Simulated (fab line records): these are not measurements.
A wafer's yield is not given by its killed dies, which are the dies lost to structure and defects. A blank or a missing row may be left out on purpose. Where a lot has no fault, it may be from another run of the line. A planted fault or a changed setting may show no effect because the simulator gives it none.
Which tool was responsible?    flow sky130    at 1 step of a route of 708, 6 lots with 18 wafers sampled

## WHAT THE GAUGES READ, wafer by wafer
SKY_LDD_HVP_OVL_MEAS_07.
lot   measured      on          LDD_HVP_OVL (nm)
L565  day 22 04:46  overlay-02  1.0 3.3 -0.6
L568  day 23 07:31  overlay-01  -0.1 -1.4 0.2
L570  day 23 22:46  overlay-01  -1.4 -1.3 -0.9
L581  day 27 19:53  overlay-02  0.8 -0.9 -0.2
L585  day 28 16:31  overlay-02  0.4 -0.5 0.9
L586  day 29 01:44  overlay-01  -2.1 -2.0 0.3

## EACH LOT AND THE TOOL THAT RAN IT (in order: tool; ch and the chambers of the sampled wafers; start)
Before these readings, the record contains no process step.

## THE ANSWER, worked out from the rows above alone
Rule: the usual values come from the lots themselves. Put in order of their means at a reading, lots are off if they are a third of the lots or fewer, leave a main group of 4 or more, and stand apart from it by a gap of 3 or more times the standard deviation of the main group's means; of several such gaps the widest counts. The tables above print the reading to a certain number of digits; a main group whose means all agree to those digits is not used. Also off: a lot with no number at a reading for which 4 or more lots have one. All remaining lots with rows at the step are treated as sound.
No lot is off on any of the readings shown, so nothing can be concluded from this.

## WHAT HAD BEEN PUT IN BY THE SIMULATOR
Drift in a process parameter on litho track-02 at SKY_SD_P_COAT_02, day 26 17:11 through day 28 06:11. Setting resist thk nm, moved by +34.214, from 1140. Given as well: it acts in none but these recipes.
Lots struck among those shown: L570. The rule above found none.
